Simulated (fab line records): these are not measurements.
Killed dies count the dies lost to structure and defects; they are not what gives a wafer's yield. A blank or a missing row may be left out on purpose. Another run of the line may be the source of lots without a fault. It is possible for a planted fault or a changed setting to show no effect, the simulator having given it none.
fab line records / flow gf180mcu
record: lots: 15 wafers: 45 last_day: 34
route steps=602 shown M2@362 V2@385
lots that met no fault: taken from a fault-free run of the same line
start_h: the number of hours between the record's first day and the start of the first shown wafer of the lot / wait_h: hours elapsed since this lot's preceding step / " the same as in the row above / L1.1+2: several wafers, shown together as one row / - either no value or no given start / * or withheld: withheld / < > ~ a bound
route shown NAME@n: a module of which the file shows steps, and the number in the route of the first / usual: mean and standard deviation over wafers with no fault / same: alike in all rows / chamber/n: place in a boat / sites: readings site by site / _std_site: their standard deviation / _edge_site: inner sites' mean taken away from outer sites' mean / radius_mm: how far each site lies from the wafer's centre / mask NAME#n: copy n / behind: the last tool/chamber to shape the wafer / hold: cause of the lot's hold/its duration in hours/its outcome / device: which transistor (n, p or np) failed to switch / end of line: the same wafers' tests at the end of the route / for a step that has no rows: nothing shown but its recipe / killed: at the first sort, the dies lost to defects and structure; wafer yield is something else / map: dies across one wafer; x = killed, . = not, _ = none there
set.NAME: the setting that was run; set.NAME@STEP: the one run at that earlier step / model.NAME: the simulator's own value behind a step, which no gauge read
steps of the route over a sample of lots; a table a step, a row a wafer
services: the hour from which a tool's chamber was out of use, counted from the record's first day as start_h (under 0 if before that day), plus the number of hours and why
== steps ==
step: GF_M2_SPUTTER_00
recipe: material: Ti target_thk_nm: 37.5 arriving_ion_energy_ev: 80 substrate_temp_c: 200 chamber_pressure_pa: 2 power_w: 4000 time_s: 150
usual: cathode_dc_power_W: 4000.1/0.73 throttle_valve_pct: 30.4/0.96
lot.wafer=L946.1 tool=pvd_sputter-01 chamber=- start_h=433.22 wait_h=0.2 cathode_dc_power_W=3999.7 throttle_valve_pct=30.7
lot.wafer=L946.2 tool=pvd_sputter-01 chamber=- start_h=433.22 wait_h=0.2 cathode_dc_power_W=4000.2 throttle_valve_pct=28.4
lot.wafer=L946.4 tool=pvd_sputter-01 chamber=- start_h=433.22 wait_h=0.2 cathode_dc_power_W=4000.0 throttle_valve_pct=31.0
lot.wafer=L947.1 tool=pvd_sputter-02 chamber=- start_h=436.77 wait_h=0.2 cathode_dc_power_W=3999.4 throttle_valve_pct=29.5
lot.wafer=L947.4 tool=pvd_sputter-02 chamber=- start_h=436.77 wait_h=0.2 cathode_dc_power_W=4000.9 throttle_valve_pct=30.0
lot.wafer=L947.5 tool=pvd_sputter-02 chamber=- start_h=436.77 wait_h=0.2 cathode_dc_power_W=4000.9 throttle_valve_pct=29.2
lot.wafer=L948.1 tool=pvd_sputter-02 chamber=- start_h=456.41 wait_h=0.1 cathode_dc_power_W=3999.3 throttle_valve_pct=30.1
lot.wafer=L948.4 tool=pvd_sputter-02 chamber=- start_h=456.41 wait_h=0.1 cathode_dc_power_W=4000.4 throttle_valve_pct=29.1
lot.wafer=L948.6 tool=pvd_sputter-02 chamber=- start_h=456.41 wait_h=0.1 cathode_dc_power_W=3998.8 throttle_valve_pct=29.3
lot.wafer=L949.1 tool=pvd_sputter-03 chamber=- start_h=461.08 wait_h=0.2 cathode_dc_power_W=4000.2 throttle_valve_pct=31.9
lot.wafer=L949.3 tool=pvd_sputter-03 chamber=- start_h=461.08 wait_h=0.2 cathode_dc_power_W=3999.9 throttle_valve_pct=30.3
lot.wafer=L949.6 tool=pvd_sputter-03 chamber=- start_h=461.08 wait_h=0.2 cathode_dc_power_W=3999.3 throttle_valve_pct=30.8
lot.wafer=L952.3 tool=pvd_sputter-02 chamber=- start_h=475.99 wait_h=0.2 cathode_dc_power_W=3999.1 throttle_valve_pct=32.1
lot.wafer=L952.5 tool=pvd_sputter-02 chamber=- start_h=475.99 wait_h=0.2 cathode_dc_power_W=3999.7 throttle_valve_pct=29.9
lot.wafer=L952.6 tool=pvd_sputter-02 chamber=- start_h=475.99 wait_h=0.2 cathode_dc_power_W=4001.1 throttle_valve_pct=29.2
lot.wafer=L953.3 tool=pvd_sputter-03 chamber=- start_h=495.03 wait_h=0.2 cathode_dc_power_W=4000.6 throttle_valve_pct=30.0
lot.wafer=L953.4 tool=pvd_sputter-03 chamber=- start_h=495.03 wait_h=0.2 cathode_dc_power_W=4000.3 throttle_valve_pct=30.8
lot.wafer=L953.5 tool=pvd_sputter-03 chamber=- start_h=495.03 wait_h=0.2 cathode_dc_power_W=4000.7 throttle_valve_pct=30.1
lot.wafer=L954.2 tool=pvd_sputter-03 chamber=- start_h=508.89 wait_h=0.2 cathode_dc_power_W=3998.5 throttle_valve_pct=30.5
lot.wafer=L954.4 tool=pvd_sputter-03 chamber=- start_h=508.89 wait_h=0.2 cathode_dc_power_W=4000.9 throttle_valve_pct=30.5
lot.wafer=L954.6 tool=pvd_sputter-03 chamber=- start_h=508.89 wait_h=0.2 cathode_dc_power_W=3999.4 throttle_valve_pct=30.9
lot.wafer=L955.1 tool=pvd_sputter-03 chamber=- start_h=510.13 wait_h=0.1 cathode_dc_power_W=4000.3 throttle_valve_pct=30.4
lot.wafer=L955.2 tool=pvd_sputter-03 chamber=- start_h=510.13 wait_h=0.1 cathode_dc_power_W=4002.0 throttle_valve_pct=30.7
lot.wafer=L955.4 tool=pvd_sputter-03 chamber=- start_h=510.13 wait_h=0.1 cathode_dc_power_W=3999.5 throttle_valve_pct=31.6
lot.wafer=L956.1 tool=pvd_sputter-03 chamber=- start_h=523.40 wait_h=0.2 cathode_dc_power_W=3999.4 throttle_valve_pct=31.0
lot.wafer=L956.2 tool=pvd_sputter-03 chamber=- start_h=523.40 wait_h=0.2 cathode_dc_power_W=4000.9 throttle_valve_pct=30.3
lot.wafer=L956.4 tool=pvd_sputter-03 chamber=- start_h=523.40 wait_h=0.2 cathode_dc_power_W=4000.3 throttle_valve_pct=31.7
lot.wafer=L957.2 tool=pvd_sputter-01 chamber=- start_h=534.53 wait_h=0.2 cathode_dc_power_W=3999.6 throttle_valve_pct=30.9
lot.wafer=L957.3 tool=pvd_sputter-01 chamber=- start_h=534.53 wait_h=0.2 cathode_dc_power_W=3999.4 throttle_valve_pct=30.4
lot.wafer=L957.6 tool=pvd_sputter-01 chamber=- start_h=534.53 wait_h=0.2 cathode_dc_power_W=4001.3 throttle_valve_pct=30.3
lot.wafer=L958.1 tool=pvd_sputter-01 chamber=- start_h=545.16 wait_h=0.1 cathode_dc_power_W=4000.5 throttle_valve_pct=30.6
lot.wafer=L958.2 tool=pvd_sputter-01 chamber=- start_h=545.16 wait_h=0.1 cathode_dc_power_W=4000.5 throttle_valve_pct=31.0
lot.wafer=L958.4 tool=pvd_sputter-01 chamber=- start_h=545.16 wait_h=0.1 cathode_dc_power_W=4000.8 throttle_valve_pct=28.8
lot.wafer=L959.1 tool=pvd_sputter-02 chamber=- start_h=545.72 wait_h=0.1 cathode_dc_power_W=4000.5 throttle_valve_pct=30.0
lot.wafer=L959.4 tool=pvd_sputter-02 chamber=- start_h=545.72 wait_h=0.1 cathode_dc_power_W=3999.7 throttle_valve_pct=29.0
lot.wafer=L959.5 tool=pvd_sputter-02 chamber=- start_h=545.72 wait_h=0.1 cathode_dc_power_W=3999.3 throttle_valve_pct=30.3
lot.wafer=L960.2 tool=pvd_sputter-02 chamber=- start_h=557.33 wait_h=0.2 cathode_dc_power_W=4000.0 throttle_valve_pct=30.1
lot.wafer=L960.3 tool=pvd_sputter-02 chamber=- start_h=557.33 wait_h=0.2 cathode_dc_power_W=3999.6 throttle_valve_pct=29.4
lot.wafer=L960.4 tool=pvd_sputter-02 chamber=- start_h=557.33 wait_h=0.2 cathode_dc_power_W=3999.7 throttle_valve_pct=32.3
lot.wafer=L965.1 tool=pvd_sputter-01 chamber=- start_h=588.83 wait_h=0.2 cathode_dc_power_W=4000.4 throttle_valve_pct=31.0
lot.wafer=L965.3 tool=pvd_sputter-01 chamber=- start_h=588.83 wait_h=0.2 cathode_dc_power_W=3999.8 throttle_valve_pct=31.0
lot.wafer=L965.6 tool=pvd_sputter-01 chamber=- start_h=588.83 wait_h=0.2 cathode_dc_power_W=3998.7 throttle_valve_pct=31.0
lot.wafer=L967.1 tool=pvd_sputter-02 chamber=- start_h=601.12 wait_h=0.2 cathode_dc_power_W=4000.5 throttle_valve_pct=29.8
lot.wafer=L967.2 tool=pvd_sputter-02 chamber=- start_h=601.12 wait_h=0.2 cathode_dc_power_W=3999.9 throttle_valve_pct=30.0
lot.wafer=L967.3 tool=pvd_sputter-02 chamber=- start_h=601.12 wait_h=0.2 cathode_dc_power_W=4001.2 throttle_valve_pct=32.0
step: GF_M2_EXPOSE_11
recipe: mask_id: Metal2 target_cd_nm: 280 na: 0.68 source_shape: conventional sigma_outer: 0.6 dose_mj: 28
usual: exposure_dose_mJ_cm2: 27.995/0.028 focus_offset_nm: 0.2/0.63
lot.wafer=L946.1 tool=krf_scanner-01 chamber=0 start_h=446.41 wait_h=- mask=Metal2#0 exposure_dose_mJ_cm2=27.997 focus_offset_nm=-0.2
lot.wafer=L946.2 tool=krf_scanner-01 chamber=0 start_h=446.41 wait_h=- mask=Metal2#0 exposure_dose_mJ_cm2=27.998 focus_offset_nm=0.4
lot.wafer=L946.4 tool=krf_scanner-01 chamber=0 start_h=446.41 wait_h=- mask=Metal2#0 exposure_dose_mJ_cm2=27.962 focus_offset_nm=-0.3
lot.wafer=L947.1 tool=krf_scanner-01 chamber=0 start_h=449.48 wait_h=- mask=Metal2#0 exposure_dose_mJ_cm2=28.037 focus_offset_nm=0.4
lot.wafer=L947.4 tool=krf_scanner-01 chamber=0 start_h=449.48 wait_h=- mask=Metal2#0 exposure_dose_mJ_cm2=28.055 focus_offset_nm=-0.1
lot.wafer=L947.5 tool=krf_scanner-01 chamber=0 start_h=449.48 wait_h=- mask=Metal2#0 exposure_dose_mJ_cm2=28.011 focus_offset_nm=0.7
lot.wafer=L948.1 tool=krf_scanner-01 chamber=0 start_h=468.80 wait_h=- mask=Metal2#0 exposure_dose_mJ_cm2=27.986 focus_offset_nm=-0.6
lot.wafer=L948.4 tool=krf_scanner-01 chamber=0 start_h=468.80 wait_h=- mask=Metal2#0 exposure_dose_mJ_cm2=28.012 focus_offset_nm=0.1
lot.wafer=L948.6 tool=krf_scanner-01 chamber=0 start_h=468.80 wait_h=- mask=Metal2#0 exposure_dose_mJ_cm2=27.986 focus_offset_nm=0.1
lot.wafer=L949.1 tool=krf_scanner-02 chamber=0 start_h=473.85 wait_h=- mask=Metal2#0 exposure_dose_mJ_cm2=27.994 focus_offset_nm=1.1
lot.wafer=L949.3 tool=krf_scanner-02 chamber=0 start_h=473.85 wait_h=- mask=Metal2#0 exposure_dose_mJ_cm2=28.027 focus_offset_nm=1.1
lot.wafer=L949.6 tool=krf_scanner-02 chamber=0 start_h=473.85 wait_h=- mask=Metal2#0 exposure_dose_mJ_cm2=28.032 focus_offset_nm=0.7
lot.wafer=L952.3 tool=krf_scanner-01 chamber=0 start_h=488.14 wait_h=- mask=Metal2#0 exposure_dose_mJ_cm2=27.990 focus_offset_nm=-0.4
lot.wafer=L952.5 tool=krf_scanner-01 chamber=0 start_h=488.14 wait_h=- mask=Metal2#0 exposure_dose_mJ_cm2=27.973 focus_offset_nm=-0.3
lot.wafer=L952.6 tool=krf_scanner-01 chamber=0 start_h=488.14 wait_h=- mask=Metal2#0 exposure_dose_mJ_cm2=27.970 focus_offset_nm=0.4
lot.wafer=L953.3 tool=krf_scanner-01 chamber=0 start_h=506.82 wait_h=- mask=Metal2#0 exposure_dose_mJ_cm2=27.960 focus_offset_nm=1.4
lot.wafer=L953.4 tool=krf_scanner-01 chamber=0 start_h=506.82 wait_h=- mask=Metal2#0 exposure_dose_mJ_cm2=27.995 focus_offset_nm=0.6
lot.wafer=L953.5 tool=krf_scanner-01 chamber=0 start_h=506.82 wait_h=- mask=Metal2#0 exposure_dose_mJ_cm2=28.005 focus_offset_nm=0.6
lot.wafer=L954.2 tool=krf_scanner-02 chamber=0 start_h=520.91 wait_h=- mask=Metal2#0 exposure_dose_mJ_cm2=27.999 focus_offset_nm=0.8
lot.wafer=L954.4 tool=krf_scanner-02 chamber=0 start_h=520.91 wait_h=- mask=Metal2#0 exposure_dose_mJ_cm2=27.972 focus_offset_nm=0.4
lot.wafer=L954.6 tool=krf_scanner-02 chamber=0 start_h=520.91 wait_h=- mask=Metal2#0 exposure_dose_mJ_cm2=27.973 focus_offset_nm=0.8
lot.wafer=L955.1 tool=krf_scanner-02 chamber=- start_h=521.96 wait_h=- mask=Metal2#0 exposure_dose_mJ_cm2=- focus_offset_nm=-
lot.wafer=L955.2 tool=krf_scanner-02 chamber=- start_h=521.96 wait_h=- mask=Metal2#0 exposure_dose_mJ_cm2=- focus_offset_nm=-
lot.wafer=L955.4 tool=krf_scanner-02 chamber=- start_h=521.96 wait_h=- mask=Metal2#0 exposure_dose_mJ_cm2=- focus_offset_nm=-
lot.wafer=L956.1 tool=krf_scanner-02 chamber=- start_h=534.96 wait_h=- mask=Metal2#0 exposure_dose_mJ_cm2=- focus_offset_nm=-
lot.wafer=L956.2 tool=krf_scanner-02 chamber=- start_h=534.96 wait_h=- mask=Metal2#0 exposure_dose_mJ_cm2=- focus_offset_nm=-
lot.wafer=L956.4 tool=krf_scanner-02 chamber=- start_h=534.96 wait_h=- mask=Metal2#0 exposure_dose_mJ_cm2=- focus_offset_nm=-
lot.wafer=L957.2 tool=krf_scanner-01 chamber=- start_h=546.30 wait_h=- mask=Metal2#0 exposure_dose_mJ_cm2=- focus_offset_nm=-
lot.wafer=L957.3 tool=krf_scanner-01 chamber=- start_h=546.30 wait_h=- mask=Metal2#0 exposure_dose_mJ_cm2=- focus_offset_nm=-
lot.wafer=L957.6 tool=krf_scanner-01 chamber=- start_h=546.30 wait_h=- mask=Metal2#0 exposure_dose_mJ_cm2=- focus_offset_nm=-
lot.wafer=L958.1 tool=krf_scanner-01 chamber=0 start_h=555.98 wait_h=- mask=Metal2#0 exposure_dose_mJ_cm2=27.991 focus_offset_nm=0.0
lot.wafer=L958.2 tool=krf_scanner-01 chamber=0 start_h=555.98 wait_h=- mask=Metal2#0 exposure_dose_mJ_cm2=27.986 focus_offset_nm=0.6
lot.wafer=L958.4 tool=krf_scanner-01 chamber=0 start_h=555.98 wait_h=- mask=Metal2#0 exposure_dose_mJ_cm2=27.993 focus_offset_nm=0.0
lot.wafer=L959.1 tool=krf_scanner-01 chamber=0 start_h=556.76 wait_h=- mask=Metal2#0 exposure_dose_mJ_cm2=28.034 focus_offset_nm=-0.7
lot.wafer=L959.4 tool=krf_scanner-01 chamber=0 start_h=556.76 wait_h=- mask=Metal2#0 exposure_dose_mJ_cm2=27.999 focus_offset_nm=-0.2
lot.wafer=L959.5 tool=krf_scanner-01 chamber=0 start_h=556.76 wait_h=- mask=Metal2#0 exposure_dose_mJ_cm2=28.012 focus_offset_nm=-1.3
lot.wafer=L960.2 tool=krf_scanner-01 chamber=0 start_h=568.60 wait_h=- mask=Metal2#0 exposure_dose_mJ_cm2=28.007 focus_offset_nm=0.7
lot.wafer=L960.3 tool=krf_scanner-01 chamber=0 start_h=568.60 wait_h=- mask=Metal2#0 exposure_dose_mJ_cm2=28.026 focus_offset_nm=0.8
lot.wafer=L960.4 tool=krf_scanner-01 chamber=0 start_h=568.60 wait_h=- mask=Metal2#0 exposure_dose_mJ_cm2=27.980 focus_offset_nm=-0.1
lot.wafer=L965.1 tool=krf_scanner-01 chamber=0 start_h=599.66 wait_h=- mask=Metal2#0 exposure_dose_mJ_cm2=27.967 focus_offset_nm=-0.8
lot.wafer=L965.3 tool=krf_scanner-01 chamber=0 start_h=599.66 wait_h=- mask=Metal2#0 exposure_dose_mJ_cm2=27.969 focus_offset_nm=0.0
lot.wafer=L965.6 tool=krf_scanner-01 chamber=0 start_h=599.66 wait_h=- mask=Metal2#0 exposure_dose_mJ_cm2=27.991 focus_offset_nm=-0.1
lot.wafer=L967.1 tool=krf_scanner-01 chamber=0 start_h=611.81 wait_h=- mask=Metal2#0 exposure_dose_mJ_cm2=28.023 focus_offset_nm=-0.5
lot.wafer=L967.2 tool=krf_scanner-01 chamber=0 start_h=611.81 wait_h=- mask=Metal2#0 exposure_dose_mJ_cm2=28.006 focus_offset_nm=-0.2
lot.wafer=L967.3 tool=krf_scanner-01 chamber=0 start_h=611.81 wait_h=- mask=Metal2#0 exposure_dose_mJ_cm2=28.023 focus_offset_nm=0.1
step: GF_M2_OVL_MEAS_15
usual: M2_OVL: 3/6.7
lot.wafer=L946.1 tool=overlay-01 chamber=- start_h=458.15 wait_h=0.1 M2_OVL[nm]=0
lot.wafer=L946.2 tool=overlay-01 chamber=- start_h=458.15 wait_h=0.1 M2_OVL[nm]=2
lot.wafer=L946.4 tool=overlay-01 chamber=- start_h=458.15 wait_h=0.1 M2_OVL[nm]=2
lot.wafer=L947.1 tool=overlay-02 chamber=- start_h=460.70 wait_h=0.1 M2_OVL[nm]=-1
lot.wafer=L947.4 tool=overlay-02 chamber=- start_h=460.70 wait_h=0.1 M2_OVL[nm]=-2
lot.wafer=L947.5 tool=overlay-02 chamber=- start_h=460.70 wait_h=0.1 M2_OVL[nm]=-6
lot.wafer=L948.1 tool=overlay-01 chamber=- start_h=480.83 wait_h=0.1 M2_OVL[nm]=17
lot.wafer=L948.4 tool=overlay-01 chamber=- start_h=480.83 wait_h=0.1 M2_OVL[nm]=13
lot.wafer=L948.6 tool=overlay-01 chamber=- start_h=480.83 wait_h=0.1 M2_OVL[nm]=17
lot.wafer=L949.1 tool=overlay-01 chamber=- start_h=485.25 wait_h=0.1 M2_OVL[nm]=6
lot.wafer=L949.3 tool=overlay-01 chamber=- start_h=485.25 wait_h=0.1 M2_OVL[nm]=8
lot.wafer=L949.6 tool=overlay-01 chamber=- start_h=485.25 wait_h=0.1 M2_OVL[nm]=0
lot.wafer=L952.3 tool=overlay-01 chamber=- start_h=500.79 wait_h=0.1 M2_OVL[nm]=4
lot.wafer=L952.5 tool=overlay-01 chamber=- start_h=500.79 wait_h=0.1 M2_OVL[nm]=10
lot.wafer=L952.6 tool=overlay-01 chamber=- start_h=500.79 wait_h=0.1 M2_OVL[nm]=6
lot.wafer=L953.3 tool=overlay-02 chamber=- start_h=518.16 wait_h=0.1 M2_OVL[nm]=-7
lot.wafer=L953.4 tool=overlay-02 chamber=- start_h=518.16 wait_h=0.1 M2_OVL[nm]=-1
lot.wafer=L953.5 tool=overlay-02 chamber=- start_h=518.16 wait_h=0.1 M2_OVL[nm]=6
lot.wafer=L954.2 tool=overlay-01 chamber=- start_h=532.14 wait_h=0.1 M2_OVL[nm]=-3
lot.wafer=L954.4 tool=overlay-01 chamber=- start_h=532.14 wait_h=0.1 M2_OVL[nm]=3
lot.wafer=L954.6 tool=overlay-01 chamber=- start_h=532.14 wait_h=0.1 M2_OVL[nm]=-3
lot.wafer=L955.1 tool=overlay-01 chamber=- start_h=532.93 wait_h=0.1 M2_OVL[nm]=-
lot.wafer=L955.2 tool=overlay-01 chamber=- start_h=532.93 wait_h=0.1 M2_OVL[nm]=-
lot.wafer=L955.4 tool=overlay-01 chamber=- start_h=532.93 wait_h=0.1 M2_OVL[nm]=-
lot.wafer=L956.1 tool=overlay-01 chamber=- start_h=546.28 wait_h=0.1 M2_OVL[nm]=-
lot.wafer=L956.2 tool=overlay-01 chamber=- start_h=546.28 wait_h=0.1 M2_OVL[nm]=-
lot.wafer=L956.4 tool=overlay-01 chamber=- start_h=546.28 wait_h=0.1 M2_OVL[nm]=-
lot.wafer=L957.2 tool=overlay-01 chamber=- start_h=557.05 wait_h=0.1 M2_OVL[nm]=-
lot.wafer=L957.3 tool=overlay-01 chamber=- start_h=557.05 wait_h=0.1 M2_OVL[nm]=-
lot.wafer=L957.6 tool=overlay-01 chamber=- start_h=557.05 wait_h=0.1 M2_OVL[nm]=-
lot.wafer=L958.1 tool=overlay-02 chamber=- start_h=566.53 wait_h=0.1 M2_OVL[nm]=10
lot.wafer=L958.2 tool=overlay-02 chamber=- start_h=566.53 wait_h=0.1 M2_OVL[nm]=7
lot.wafer=L958.4 tool=overlay-02 chamber=- start_h=566.53 wait_h=0.1 M2_OVL[nm]=8
lot.wafer=L959.1 tool=overlay-01 chamber=- start_h=567.38 wait_h=0.1 M2_OVL[nm]=1
lot.wafer=L959.4 tool=overlay-01 chamber=- start_h=567.38 wait_h=0.1 M2_OVL[nm]=-3
lot.wafer=L959.5 tool=overlay-01 chamber=- start_h=567.38 wait_h=0.1 M2_OVL[nm]=-2
lot.wafer=L960.2 tool=overlay-02 chamber=- start_h=579.14 wait_h=0.1 M2_OVL[nm]=0
lot.wafer=L960.3 tool=overlay-02 chamber=- start_h=579.14 wait_h=0.1 M2_OVL[nm]=5
lot.wafer=L960.4 tool=overlay-02 chamber=- start_h=579.14 wait_h=0.1 M2_OVL[nm]=9
lot.wafer=L965.1 tool=overlay-02 chamber=- start_h=609.30 wait_h=0.1 M2_OVL[nm]=-9
lot.wafer=L965.3 tool=overlay-02 chamber=- start_h=609.30 wait_h=0.1 M2_OVL[nm]=-10
lot.wafer=L965.6 tool=overlay-02 chamber=- start_h=609.30 wait_h=0.1 M2_OVL[nm]=-4
lot.wafer=L967.1 tool=overlay-01 chamber=- start_h=622.35 wait_h=0.1 M2_OVL[nm]=8
lot.wafer=L967.2 tool=overlay-01 chamber=- start_h=622.35 wait_h=0.1 M2_OVL[nm]=11
lot.wafer=L967.3 tool=overlay-01 chamber=- start_h=622.35 wait_h=0.1 M2_OVL[nm]=11
step: GF_V2_THK_MEAS_03
recipe: reads: SiO2_of_V2_CVD_02
usual: V2_CVD_02_THK: 852/12
lot.wafer=L946.1 tool=film_metro-01 chamber=- start_h=459.05 wait_h=0.0 V2_CVD_02_THK[nm]=855
lot.wafer=L946.2 tool=film_metro-01 chamber=- start_h=459.05 wait_h=0.0 V2_CVD_02_THK[nm]=870
lot.wafer=L946.4 tool=film_metro-01 chamber=- start_h=459.05 wait_h=0.0 V2_CVD_02_THK[nm]=870
lot.wafer=L947.1 tool=film_metro-01 chamber=- start_h=461.63 wait_h=0.0 V2_CVD_02_THK[nm]=858
lot.wafer=L947.4 tool=film_metro-01 chamber=- start_h=461.63 wait_h=0.0 V2_CVD_02_THK[nm]=863
lot.wafer=L947.5 tool=film_metro-01 chamber=- start_h=461.63 wait_h=0.0 V2_CVD_02_THK[nm]=844
lot.wafer=L948.1 tool=film_metro-01 chamber=- start_h=481.80 wait_h=0.0 V2_CVD_02_THK[nm]=831
lot.wafer=L948.4 tool=film_metro-01 chamber=- start_h=481.80 wait_h=0.0 V2_CVD_02_THK[nm]=866
lot.wafer=L948.6 tool=film_metro-01 chamber=- start_h=481.80 wait_h=0.0 V2_CVD_02_THK[nm]=841
lot.wafer=L949.1 tool=film_metro-04 chamber=- start_h=486.15 wait_h=0.0 V2_CVD_02_THK[nm]=837
lot.wafer=L949.3 tool=film_metro-04 chamber=- start_h=486.15 wait_h=0.0 V2_CVD_02_THK[nm]=845
lot.wafer=L949.6 tool=film_metro-04 chamber=- start_h=486.15 wait_h=0.0 V2_CVD_02_THK[nm]=848
lot.wafer=L952.3 tool=film_metro-04 chamber=- start_h=501.77 wait_h=0.1 V2_CVD_02_THK[nm]=868
lot.wafer=L952.5 tool=film_metro-04 chamber=- start_h=501.77 wait_h=0.1 V2_CVD_02_THK[nm]=852
lot.wafer=L952.6 tool=film_metro-04 chamber=- start_h=501.77 wait_h=0.1 V2_CVD_02_THK[nm]=857
lot.wafer=L953.3 tool=film_metro-02 chamber=- start_h=519.07 wait_h=0.1 V2_CVD_02_THK[nm]=837
lot.wafer=L953.4 tool=film_metro-02 chamber=- start_h=519.07 wait_h=0.1 V2_CVD_02_THK[nm]=867
lot.wafer=L953.5 tool=film_metro-02 chamber=- start_h=519.07 wait_h=0.1 V2_CVD_02_THK[nm]=854
lot.wafer=L954.2 tool=film_metro-04 chamber=- start_h=533.17 wait_h=0.0 V2_CVD_02_THK[nm]=844
lot.wafer=L954.4 tool=film_metro-04 chamber=- start_h=533.17 wait_h=0.0 V2_CVD_02_THK[nm]=862
lot.wafer=L954.6 tool=film_metro-04 chamber=- start_h=533.17 wait_h=0.0 V2_CVD_02_THK[nm]=860
lot.wafer=L958.1 tool=film_metro-04 chamber=- start_h=567.43 wait_h=0.0 V2_CVD_02_THK[nm]=861
lot.wafer=L958.2 tool=film_metro-04 chamber=- start_h=567.43 wait_h=0.0 V2_CVD_02_THK[nm]=856
lot.wafer=L958.4 tool=film_metro-04 chamber=- start_h=567.43 wait_h=0.0 V2_CVD_02_THK[nm]=868
lot.wafer=L959.1 tool=film_metro-04 chamber=- start_h=568.28 wait_h=0.0 V2_CVD_02_THK[nm]=853
lot.wafer=L959.4 tool=film_metro-04 chamber=- start_h=568.28 wait_h=0.0 V2_CVD_02_THK[nm]=870
lot.wafer=L959.5 tool=film_metro-04 chamber=- start_h=568.28 wait_h=0.0 V2_CVD_02_THK[nm]=870
lot.wafer=L960.2 tool=film_metro-02 chamber=- start_h=580.04 wait_h=0.0 V2_CVD_02_THK[nm]=833
lot.wafer=L960.3 tool=film_metro-02 chamber=- start_h=580.04 wait_h=0.0 V2_CVD_02_THK[nm]=836
lot.wafer=L960.4 tool=film_metro-02 chamber=- start_h=580.04 wait_h=0.0 V2_CVD_02_THK[nm]=862
lot.wafer=L965.1 tool=film_metro-04 chamber=- start_h=610.20 wait_h=0.0 V2_CVD_02_THK[nm]=845
lot.wafer=L965.3 tool=film_metro-04 chamber=- start_h=610.20 wait_h=0.0 V2_CVD_02_THK[nm]=849
lot.wafer=L965.6 tool=film_metro-04 chamber=- start_h=610.20 wait_h=0.0 V2_CVD_02_THK[nm]=863
lot.wafer=L967.1 tool=film_metro-01 chamber=- start_h=623.38 wait_h=0.0 V2_CVD_02_THK[nm]=832
lot.wafer=L967.2 tool=film_metro-01 chamber=- start_h=623.38 wait_h=0.0 V2_CVD_02_THK[nm]=844
lot.wafer=L967.3 tool=film_metro-01 chamber=- start_h=623.38 wait_h=0.0 V2_CVD_02_THK[nm]=857
== services ==
tool=pvd_sputter-03 chamber=- start_h=410.71 hours=1.6 kind=repair
tool=krf_scanner-01 chamber=- start_h=425.43 hours=1.0 kind=pm
tool=pvd_sputter-03 chamber=- start_h=427.88 hours=2.5 kind=repair
tool=pvd_sputter-01 chamber=- start_h=454.14 hours=5.5 kind=repair
tool=krf_scanner-02 chamber=- start_h=461.76 hours=0.8 kind=pm
tool=pvd_sputter-03 chamber=- start_h=473.51 hours=13.0 kind=repair
tool=krf_scanner-02 chamber=- start_h=498.89 hours=1.0 kind=pm
tool=krf_scanner-01 chamber=- start_h=507.83 hours=1.3 kind=pm
tool=krf_scanner-01 chamber=- start_h=509.13 hours=4.4 kind=pm
tool=krf_scanner-01 chamber=- start_h=514.82 hours=10.6 kind=repair
tool=krf_scanner-01 chamber=- start_h=538.35 hours=0.8 kind=pm
tool=krf_scanner-02 chamber=- start_h=545.66 hours=1.3 kind=pm
tool=krf_scanner-02 chamber=- start_h=547.94 hours=0.7 kind=repair
tool=pvd_sputter-03 chamber=- start_h=548.89 hours=1.6 kind=repair
tool=pvd_sputter-03 chamber=- start_h=555.00 hours=64.5 kind=repair
tool=krf_scanner-02 chamber=- start_h=565.76 hours=36.0 kind=pm
tool=krf_scanner-01 chamber=- start_h=601.76 hours=1.0 kind=pm
== key ==
first_sign: step: GF_M2_EXPOSE_11 reading: tool_record direction: missing
effect none on later readings
met_at GF_M2_EXPOSE_11
struck_lots L955,L956,L957
later_rows_left_out L955.1,L955.2,L955.4,L956.1,L956.2,L956.4,L957.2,L957.3,L957.6
sort_left_out L955.1,L955.2,L955.4,L956.1,L956.2,L956.4,L957.2,L957.3,L957.6
not_acting_at GF_M2_SPUTTER_00,GF_M2_OVL_MEAS_15,GF_V2_THK_MEAS_03
onset_between 520.91 521.96
fault: kind: skipped_step_whole tool: krf_scanner-01,krf_scanner-02 chamber: - onset_h: 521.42 steps: GF_M2_EXPOSE_11 scope: struck_lots_only
sort_left_out: the simulated sort isn't trusted on such a fault, so these wafers' sort isn't shown, and their yield isn't known
later_rows_left_out: the simulator's readings of these wafers behind a module that went badly wrong aren't trusted and aren't shown, but for the sort
